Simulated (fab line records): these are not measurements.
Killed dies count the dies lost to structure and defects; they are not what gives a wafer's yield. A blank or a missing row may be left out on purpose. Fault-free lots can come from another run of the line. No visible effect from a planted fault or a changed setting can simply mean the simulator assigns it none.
Which of the tools did it? | flow sky130 | 11 lots, 33 wafers sampled, at 3 steps of a route of 708

WHAT EACH GAUGE READ, for each wafer
SKY_VT_ADJUST_NCORE_OVL_MEAS_08.
lot  | measured     | on         | VT_ADJUST_NCORE_OVL (nm)
L469 | day 8 12:44  | overlay-02 | 0.8 -0.9 0.6
L471 | day 8 22:23  | overlay-02 | 0.1 -0.5 0.6
L474 | day 9 19:21  | overlay-02 | 1.3 0.5 -0.1
L475 | day 10 04:05 | overlay-02 | 2.0 0.3 -1.0
L476 | day 10 12:41 | overlay-01 | 2.9 1.2 -0.3
L485 | day 13 07:02 | overlay-02 | 3.0 1.6 2.1
L487 | day 14 00:35 | overlay-02 | -2.2 -3.0 -0.7
L489 | day 14 09:26 | overlay-01 | 1.0 1.0 -0.2
L490 | day 14 16:53 | overlay-01 | -2.3 -1.4 -1.9
L491 | day 15 00:02 | overlay-02 | -1.2 -1.1 -0.8
L492 | day 15 09:05 | overlay-01 | -1.9 -3.9 -0.7

SKY_POLY_GATE_THK_MEAS_01.
lot  | measured     | on            | POLY_GATE_CVD_00_THK (nm)
L469 | day 13 19:47 | film metro-03 | 180.7 179.7 180.2
L471 | day 14 07:09 | film metro-03 | 179.1 181.1 178.2
L474 | day 15 08:59 | film metro-01 | 179.5 178.6 180.1
L475 | day 15 19:43 | film metro-02 | 149.0 148.9 148.4
L476 | day 16 08:20 | film metro-01 | 148.1 147.4 148.0
L485 | day 19 13:07 | film metro-01 | 183.8 184.1 184.6
L487 | day 20 15:11 | film metro-02 | 180.1 181.1 179.5
L489 | day 20 22:32 | film metro-01 | 179.1 181.7 179.4
L490 | day 21 04:33 | film metro-02 | 181.1 179.6 181.2
L491 | day 21 14:08 | film metro-02 | 177.9 179.6 178.7
L492 | day 22 03:59 | film metro-01 | 181.0 179.1 179.4

TOOL THAT RAN EACH LOT (tool first, then ch and the chambers of the sampled wafers, then the start)
lot  | SKY_POLY_GATE_CVD_00
L469 | lpcvd-01 ch 0, day 13 18:35
L471 | lpcvd-01 ch 1, day 14 05:56
L474 | lpcvd-01 ch 0, day 15 07:47
L475 | lpcvd-01 ch 0, day 15 18:31
L476 | lpcvd-01 ch 0, day 16 06:32
L485 | lpcvd-01 ch 1, day 19 11:55
L487 | lpcvd-01 ch 0, day 20 13:59
L489 | lpcvd-01 ch 0, day 20 21:19
L490 | lpcvd-01 ch 1, day 21 03:20
L491 | lpcvd-01 ch 0, day 21 12:56
L492 | lpcvd-01 ch 1, day 22 02:47
- SKY_POLY_GATE_CVD_00: deposits poly-Si, target thk 180 nm, time 720 s.

AS READ BY THE TOOLS THEMSELVES (means over the sampled wafers that have a number; for cases with no such wafer, the mark the record gives instead)
SKY_POLY_GATE_CVD_00.
lot  | tool     | zone power upper pct (%)
L469 | lpcvd-01 | 9.9
L471 | lpcvd-01 | 8.8
L474 | lpcvd-01 | 9.9
L475 | lpcvd-01 | 9.9
L476 | lpcvd-01 | 9.9
L485 | lpcvd-01 | 8.9
L487 | lpcvd-01 | 9.9
L489 | lpcvd-01 | 9.9
L490 | lpcvd-01 | 8.8
L491 | lpcvd-01 | 10.0
L492 | lpcvd-01 | 8.9

THE ANSWER, worked out from the rows above alone
Rule: what is usual is taken from the lots themselves. Put in order of their means at a reading, lots are off if they are a third of the lots or fewer, leave a main group of 4 or more, and stand apart from it by a gap of 3 or more times the standard deviation of the main group's means; of several such gaps the widest counts. The tables above print the reading to a certain number of digits; a main group whose means all agree to those digits is not used. Also off: a lot with no number at a reading for which 4 or more lots have one. Where the step has rows for the other lots, those lots are counted as sound. After the gauges, taken in route order, come the tools' own readings; for these a lot's mean is taken, as printed above. The first step at which some lot is off is used, and at that step the reading that is off furthest; a lot without a number counts as furthest.
Off: L475, L476, at SKY_POLY_GATE_THK_MEAS_01 (POLY_GATE_CVD_00_THK). Main group: mean 180.3 nm, sd 1.5.
A tool fits if, at a process step before that reading, it ran every lot that is off, and no sound lot after the first of them. Those tools and the gauges at SKY_POLY_GATE_THK_MEAS_01 are tried in the same way. Of those tried, none fits.

WHAT HAD BEEN PUT IN BY THE SIMULATOR
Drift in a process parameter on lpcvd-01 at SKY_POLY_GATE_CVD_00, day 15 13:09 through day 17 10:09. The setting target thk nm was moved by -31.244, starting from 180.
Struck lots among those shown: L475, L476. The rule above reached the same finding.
